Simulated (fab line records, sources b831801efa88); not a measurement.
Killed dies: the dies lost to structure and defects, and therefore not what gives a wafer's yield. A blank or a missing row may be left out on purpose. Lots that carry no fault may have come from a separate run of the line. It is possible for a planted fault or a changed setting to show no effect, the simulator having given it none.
8D (eight disciplines) problem report, filled in by code ; flow sky130 ; the parts of the form that need people (team, actions taken, sign-off) are left out

1. WHAT WENT WRONG
runLengthS at SKY_FIELD_ISO_ETCH_17 reads a mean of 84.7 s on 6 wafers of 2 lots; wafers without a fault read 126.0 s with a standard deviation of 0.42. That is -98 standard deviations from the usual mean.
The step: etches Si in HBr/Cl2/O2, target depth 342 nm, time 97.7 s.
The first sign was on wafer L454.1 at day 3 23:23, on rieSi-02. At this step, 18 wafers from 6 lots have a number in the record. The rule behind "out" and "out of limits": a value lying over 4 standard deviations away from the usual mean. Any other wafer with a number is counted as sound.

2. WHAT IT IS, WHAT IT ISN'T
question;is;is not
which readings at this step;runLengthS;HBr_flow_sccm, oesProductAu, throttleValvePct
which lots;L454, L457;L450, L460, L468, L469
which wafers of those lots;all that have a number;-
read on which tools;rieSi-02;rieSi-01
when;from day 3 23:23;"up to then (3 sound wafers); but 9 sound wafers of L460, L468, L469 came after"

3. THE SUSPECTS, EACH WITH WHAT RULES IT OUT
Counting: a tool at any process step up to the reading remains a suspect when it ran all the lots that are out and ran no sound lot after the first of those.
- rieSi-02 at SKY_FIELD_ISO_ETCH_17 (etches Si in HBr/Cl2/O2, target depth 342 nm, time 97.7 s): ruled out as a lasting fault. After its first lot that is out, L454 (day 3 23:23), sound lots L469 ran on it.
Left after counting: nothing in the record.

4. THE CAUSE (what the simulator had put in)
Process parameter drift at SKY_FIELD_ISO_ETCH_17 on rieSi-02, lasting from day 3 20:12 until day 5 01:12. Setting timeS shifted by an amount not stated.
Counting ruled it out, wrongly.

5. SEQUENCE OF EFFECTS, ordered by route
Each row: a reading whose mean over the struck wafers that have a number lies more than 3 standard deviations from the usual. Only readings for which the record gives a usual standard deviation are gone through. hours: the time from each lot's start at the first step in this table that gives one to its start at this step, as a median over the lots. sigmas: the change in usual standard deviations.
hours;step;reading;usual;on struck wafers;change;sigmas
0;SKY_FIELD_ISO_ETCH_17;runLengthS;126.0 s;84.7;-41.3;-98
Process steps it contains:
- SKY_FIELD_ISO_ETCH_17: etches Si in HBr/Cl2/O2, target depth 342 nm, time 97.7 s.
Readings that are blank on the struck wafers while sound wafers have them: biasW at SKY_FIELD_ISO_ETCH_17.
Later measuring or inspecting steps at which every struck wafer that the step has a row for has a number for every such reading, and none has moved that far: SKY_FIELD_ISO_THK_MEAS_23, SKY_FIELD_ISO_THK_MEAS_25.

6. WHAT WOULD HAVE CAUGHT IT SOONER
In this record no reading fell out of limits until day 3 23:23, 3 hours after the fault had begun at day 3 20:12.
